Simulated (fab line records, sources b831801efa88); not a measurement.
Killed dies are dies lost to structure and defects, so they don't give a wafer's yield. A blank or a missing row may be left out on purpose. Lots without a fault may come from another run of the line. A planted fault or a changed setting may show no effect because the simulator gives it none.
fab line records | flow gf180mcu
record lots=13 wafers=39 last_day=34
route steps=602 shown HV_LDD@226 NSD@246 PSD@261 CONTACT@302
lots that met no fault: from a run of the same line without faults
start_h: hours from the record's first day to the start of the lot's first wafer shown | wait_h: hours since the lot's step before | " the same as in the row above | L1.1+2: a row that stands for several wafers | - no value, or no start given | * or withheld: withheld | < > ~ a bound
route shown NAME@n: a module of which the file shows steps, and the number in the route of the first | usual: mean/standard deviation of fault-free wafers | same: alike in all rows | chamber/n: place in a boat | sites: the reading at each site | _std_site: their standard deviation | _edge_site: outer sites' mean less inner sites' | radius_mm: how far each site lies from the wafer's centre | mask NAME#n: copy n | behind: the tool/chamber that last shaped the wafer | hold: why the lot was held/for how many hours/how that ended | device: the transistor (n, p or np) that didn't switch | end of line: the same wafers' tests at the end of the route | a step without rows: its recipe alone | killed: dies lost to structure and defects at the first sort, not the wafer's yield | map: a wafer's dies, x killed, . not, _ none there
set.NAME: the setting as run; set.NAME@STEP: as run at that earlier step | model.NAME: the simulator's own value behind a step, which no gauge read
steps of the route over a sample of lots; a table a step, a row a wafer
services: from which hour (start_h, from the record's first day; less than 0 if before it) a tool's chamber was out of use, for how many hours, and why
## steps
# step GF_HV_LDD_TW_MEAS_50
# usual HV_LDD_4_TW=565/6.5
# columns lot.wafer tool chamber start_h wait_h HV_LDD_4_TW
L406.1 film_metro-04 - 279.78 0.1 563
L406.4 " - " " 562
L406.6 " - " " 562
L407.2 film_metro-04 - 286.19 0.1 563
L407.3 " - " " 560
L407.4 " - " " 562
L409.1 film_metro-02 - 305.39 0.1 572
L409.3 " - " " 569
L409.6 " - " " 573
L410.1 film_metro-04 - 311.28 0.1 565
L410.2 " - " " 561
L410.5 " - " " 563
L411.1 film_metro-01 - 320.64 0.1 561
L411.5 " - " " 562
L411.6 " - " " 555
L415.2 film_metro-01 - 356.85 0.1 563
L415.3 " - " " 559
L415.6 " - " " 562
L416.3 film_metro-02 - 364.19 0.1 574
L416.5 " - " " 573
L416.6 " - " " 573
L418.1 film_metro-01 - 375.89 0.1 562
L418.4 " - " " 561
L418.6 " - " " 566
L420.1 film_metro-02 - 392.10 0.1 572
L420.4 " - " " 574
L420.6 " - " " 578
L423.3 film_metro-02 - 414.87 0.1 572
L423.4 " - " " 569
L423.5 " - " " 571
L425.1 film_metro-02 - 437.09 0.1 572
L425.2 " - " " 573
L425.4 " - " " 570
L427.3 film_metro-04 - 448.20 0.1 556
L427.4 " - " " 557
L427.5 " - " " 557
L428.1 film_metro-04 - 455.70 0.1 555
L428.3 " - " " 557
L428.6 " - " " 556
# step GF_NSD_STRIP_11
# recipe chemistry=O2/N2 power_w=1400 pressure_mtorr=1500 platen_temp_c=250 o2_flow_sccm=3000 n2_flow_sccm=300 overash_fraction=0.5
# usual drypump_motor_current_A=5.7/0.74 heater_power_w=340/52 o2_flow_sccm=3000/9.7 oes_product_au=0.487/0.0051 strip_time_to_endpoint_s=22.97/0.04
# columns lot.wafer tool chamber start_h wait_h drypump_motor_current_A heater_power_w o2_flow_sccm oes_product_au rf_hours_counter_h strip_time_to_endpoint_s
L406.1 plasma_asher-01 0 302.85 0.1 6.6 407 2997 0.487 68 23.00
L406.4 " 1 " " 4.7 318 3006 0.488 - 23.00
L406.6 " 0 " " 6.6 411 3014 0.488 - 22.98
L407.2 plasma_asher-04 0 310.19 0.1 5.3 307 3017 0.486 16 22.92
L407.3 " 1 " " 6.1 394 3017 0.482 - 22.92
L407.4 " 0 " " 5.3 302 3004 0.477 - 22.91
L409.1 plasma_asher-04 1 329.85 0.1 6.1 384 2988 0.495 18 23.03
L409.3 " 0 " " 5.4 310 3027 0.484 - 23.03
L409.6 " 0 " " 5.3 309 3021 0.487 - 23.01
L410.1 plasma_asher-01 0 335.09 0.1 6.6 418 3016 0.481 71 22.94
L410.2 " 1 " " 4.6 324 3000 0.487 71 22.94
L410.5 " 0 " " 6.6 416 3010 0.493 - 22.92
L411.1 plasma_asher-01 1 345.54 0.1 4.7 325 3004 0.482 72 22.93
L411.5 " 1 " " 4.6 323 3001 0.490 - 22.92
L411.6 " 0 " " 6.6 410 3000 0.488 - 22.96
L415.2 plasma_asher-03 0 383.88 0.1 6.0 260 2989 0.475 74 22.93
L415.3 " 0 " " 6.0 261 2992 0.483 - 22.95
L415.6 " 0 " " 6.0 270 2988 0.487 - 22.98
L416.3 plasma_asher-01 0 390.73 0.1 6.6 414 2987 0.477 - 22.98
L416.5 " 1 " " 4.6 316 3006 0.483 - 22.94
L416.6 " 0 " " 6.6 408 2996 0.488 - 22.93
L418.1 plasma_asher-01 1 403.23 0.1 4.6 318 2988 0.491 78 22.92
L418.4 " 1 " " 4.6 316 2988 0.494 - 22.91
L418.6 " 0 " " 6.6 407 2992 0.484 - 22.90
L420.1 plasma_asher-04 1 419.60 0.1 6.1 397 3002 0.481 28 22.91
L420.4 " 1 " " 6.1 384 3006 0.490 - 22.94
L420.6 " 1 " " 6.1 383 2988 0.489 - 22.93
L423.3 plasma_asher-01 0 442.53 0.1 6.6 404 3008 0.489 - 23.01
L423.4 " 1 " " 4.6 302 2984 0.482 - 23.02
L423.5 " 1 " " 4.6 308 2978 0.484 - 23.02
L425.1 plasma_asher-03 1 464.43 0.1 6.1 307 2995 0.482 83 22.98
L425.2 " 0 " " 6.0 260 3006 0.488 83 22.92
L425.4 " 0 " " 6.0 267 3000 0.498 - 22.91
L427.3 plasma_asher-01 0 475.58 0.1 6.6 400 2999 0.489 - 22.96
L427.4 " 1 " " 4.6 304 2980 0.489 - 22.94
L427.5 " 0 " " 6.6 397 3002 0.480 - 22.97
L428.1 plasma_asher-01 0 482.63 0.1 6.6 390 3009 0.489 5 23.05
L428.3 " 0 " " 6.6 391 3015 0.486 - 23.01
L428.6 " 1 " " 4.7 308 3007 0.489 - 23.03
# step GF_PSD_RTA_13
# recipe temp_c=1025 time_s=20 ambient=N2
# usual lamp_power_pct=34/4.3 wafer_temp_C_max=1030.4/1.9
# columns lot.wafer tool chamber start_h wait_h lamp_power_pct wafer_temp_C_max
L406.1 rtp_anneal-01 0 323.95 0.0 29 1029.2
L406.4 " 0 " " 29 1028.1
L406.6 " 0 " " 29 1028.7
L407.2 rtp_anneal-01 0 331.71 0.0 29 1030.6
L407.3 " 0 " " 29 1029.3
L407.4 " 0 " " 29 1028.8
L409.1 rtp_anneal-01 0 351.50 0.0 29 1028.5
L409.3 " 0 " " 29 1027.9
L409.6 " 0 " " 29 1028.3
L410.1 rtp_anneal-02 0 357.10 0.0 37 1033.3
L410.2 " 0 " " 37 1032.4
L410.5 " 0 " " 37 1031.3
L411.1 rtp_anneal-02 0 368.29 0.0 37 1032.8
L411.5 " 0 " " 37 1030.0
L411.6 " 0 " " 37 1030.8
L415.2 rtp_anneal-01 0 407.61 0.0 29 1028.5
L415.3 " 0 " " 29 1028.0
L415.6 " 0 " " 29 1028.9
L416.3 rtp_anneal-02 0 414.42 0.0 40 1033.0
L416.5 " 0 " " 40 1032.5
L416.6 " 0 " " 40 1030.6
L418.1 rtp_anneal-02 0 427.39 0.0 40 1031.9
L418.4 " 0 " " 40 1032.9
L418.6 " 0 " " 40 1031.3
L420.1 rtp_anneal-02 0 443.79 0.0 40 1031.7
L420.4 " 0 " " 40 1034.3
L420.6 " 0 " " 40 1034.0
L423.3 rtp_anneal-01 0 466.98 0.0 29 1028.5
L423.4 " 0 " " 29 1028.7
L423.5 " 0 " " 29 1028.9
L425.1 rtp_anneal-01 0 488.74 0.0 29 1030.3
L425.2 " 0 " " 29 1028.5
L425.4 " 0 " " 29 1029.8
L427.3 rtp_anneal-02 0 499.52 0.0 37 1030.9
L427.4 " 0 " " 37 1032.1
L427.5 " 0 " " 37 1033.4
L428.1 rtp_anneal-02 0 507.19 0.0 37 1031.6
L428.3 " 0 " " 37 1033.6
L428.6 " 0 " " 37 1031.6
# step GF_PSD_RS_MEAS_14
# recipe thk_meas_gauge=four-point-probe
# usual NSD_RS=46.08/0.096
# columns lot.wafer tool chamber start_h wait_h NSD_RS[ohm/sq]
L406.1 film_metro-03 - 324.04 0.1 46.10
L406.4 " - " " 46.15
L406.6 " - " " 46.14
L407.2 film_metro-03 - 331.79 0.1 46.00
L407.3 " - " " 46.03
L407.4 " - " " 46.13
L409.1 film_metro-01 - 351.58 0.1 45.99
L409.3 " - " " 46.12
L409.6 " - " " 46.00
L410.1 film_metro-01 - 357.18 0.1 46.10
L410.2 " - " " 46.12
L410.5 " - " " 46.06
L411.1 film_metro-02 - 368.37 0.1 46.23
L411.5 " - " " 46.11
L411.6 " - " " 46.17
L415.2 film_metro-03 - 407.70 0.1 45.99
L415.3 " - " " 45.99
L415.6 " - " " 45.86
L416.3 film_metro-01 - 414.51 0.1 42.54
L416.5 " - " " 42.45
L416.6 " - " " 42.51
L418.1 film_metro-01 - 427.48 0.1 42.39
L418.4 " - " " 42.39
L418.6 " - " " 42.39
L420.1 film_metro-02 - 443.87 0.1 42.48
L420.4 " - " " 42.58
L420.6 " - " " 42.38
L423.3 film_metro-01 - 467.07 0.1 46.10
L423.4 " - " " 46.05
L423.5 " - " " 45.98
L425.1 film_metro-01 - 488.82 0.1 45.87
L425.2 " - " " 46.01
L425.4 " - " " 46.07
L427.3 film_metro-01 - 499.62 0.1 46.15
L427.4 " - " " 46.05
L427.5 " - " " 45.97
L428.1 film_metro-03 - 507.27 0.1 46.24
L428.3 " - " " 46.07
L428.6 " - " " 46.17
# step GF_PSD_RS_MEAS_15
# recipe thk_meas_gauge=four-point-probe
# usual PSD_RS=108.5/0.32
# columns lot.wafer tool chamber start_h wait_h PSD_RS[ohm/sq]
L406.1 film_metro-03 - 324.16 0.1 108.5
L406.4 " - " " 108.4
L406.6 " - " " 108.7
L407.2 film_metro-03 - 331.91 0.1 108.4
L407.3 " - " " 108.8
L407.4 " - " " 108.3
L409.1 film_metro-01 - 351.70 0.1 108.5
L409.3 " - " " 109.1
L409.6 " - " " 108.0
L410.1 film_metro-01 - 357.30 0.1 108.5
L410.2 " - " " 108.5
L410.5 " - " " 108.5
L411.1 film_metro-02 - 368.49 0.1 108.6
L411.5 " - " " 108.8
L411.6 " - " " 108.5
L415.2 film_metro-03 - 407.82 0.1 107.9
L415.3 " - " " 108.3
L415.6 " - " " 108.0
L416.3 film_metro-01 - 414.63 0.1 98.4
L416.5 " - " " 98.1
L416.6 " - " " 98.5
L418.1 film_metro-01 - 427.60 0.1 98.4
L418.4 " - " " 98.2
L418.6 " - " " 98.2
L420.1 film_metro-02 - 443.99 0.1 98.0
L420.4 " - " " 98.6
L420.6 " - " " 98.1
L423.3 film_metro-01 - 467.19 0.1 108.8
L423.4 " - " " 108.4
L423.5 " - " " 108.9
L425.1 film_metro-01 - 488.94 0.1 108.1
L425.2 " - " " 108.0
L425.4 " - " " 108.3
L427.3 film_metro-01 - 499.74 0.1 108.7
L427.4 " - " " 108.6
L427.5 " - " " 108.7
L428.1 film_metro-03 - 507.39 0.1 108.5
L428.3 " - " " 108.3
L428.6 " - " " 108.6
# step GF_CONTACT_OVL_MEAS_15
# usual CONTACT_OVL=-4/5.6
# columns lot.wafer tool chamber start_h wait_h CONTACT_OVL[nm]
L406.1 overlay-02 - 369.14 0.1 -4
L406.4 " - " " -6
L406.6 " - " " -6
L407.2 overlay-02 - 378.15 0.1 -6
L407.3 " - " " -4
L407.4 " - " " -1
L409.1 overlay-02 - 398.46 0.1 -3
L409.3 " - " " 3
L409.6 " - " " -9
L410.1 overlay-01 - 404.61 0.1 -6
L410.2 " - " " -5
L410.5 " - " " -7
L411.1 overlay-02 - 416.19 0.1 11
L411.5 " - " " 12
L411.6 " - " " 14
L415.2 overlay-01 - 457.50 0.1 -13
L415.3 " - " " -4
L415.6 " - " " -12
L416.3 overlay-02 - 465.20 0.1 -15
L416.5 " - " " -11
L416.6 " - " " -11
L418.1 overlay-01 - 477.60 0.1 -9
L418.4 " - " " -2
L418.6 " - " " -5
L420.1 overlay-02 - 494.40 0.1 -2
L420.4 " - " " 0
L420.6 " - " " 0
L423.3 overlay-02 - 516.35 0.1 -1
L423.4 " - " " -2
L423.5 " - " " -2
L425.1 overlay-01 - 538.00 0.1 -4
L425.2 " - " " -5
L425.4 " - " " -3
L427.3 overlay-01 - 548.55 0.1 -4
L427.4 " - " " -2
L427.5 " - " " -5
L428.1 overlay-02 - 554.94 0.1 -7
L428.3 " - " " -12
L428.6 " - " " -12
## services
# columns tool chamber start_h hours kind
rtp_anneal-02 - 280.68 2.9 pm
plasma_asher-01 - 350.66 1.1 repair
plasma_asher-04 - 364.37 1.4 repair
rtp_anneal-02 - 373.36 1.8 pm
plasma_asher-01 - 421.34 9.0 pm
plasma_asher-01 0 421.34 9.0 vent_cycle
plasma_asher-01 1 421.34 9.0 vent_cycle
plasma_asher-01 0 430.34 - clean
plasma_asher-01 1 430.34 - clean
plasma_asher-03 - 431.19 4.4 repair
plasma_asher-04 - 497.96 2.8 pm
## key
first_sign step=GF_PSD_RS_MEAS_14 reading=NSD_RS direction=down sigmas=38 usual=46.08 struck=42.46
effect step=GF_PSD_RS_MEAS_15 reading=PSD_RS direction=down sigmas=32 usual=108.5 struck=98.3
met_at GF_PSD_RTA_13
struck_lots L416,L418,L420
tester_left_out L416,L418,L420
not_acting_at GF_HV_LDD_TW_MEAS_50,GF_NSD_STRIP_11,GF_CONTACT_OVL_MEAS_15
onset_between 368.29 414.42
fault kind=process_parameter_drift tool=rtp_anneal-02 chamber=- onset_h=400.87 steps=GF_PSD_RTA_13 channel=temp_c offset=* shape=step end_h=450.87 acts_in=* stated=*
# tester_left_out: of these lots the tester's yield and bins aren't shown, on N5 and GAA mostly nor the transistor test; their killed dies are dies lost to structure and defects alone, not to doping, threshold or leakage, so they don't give the yield
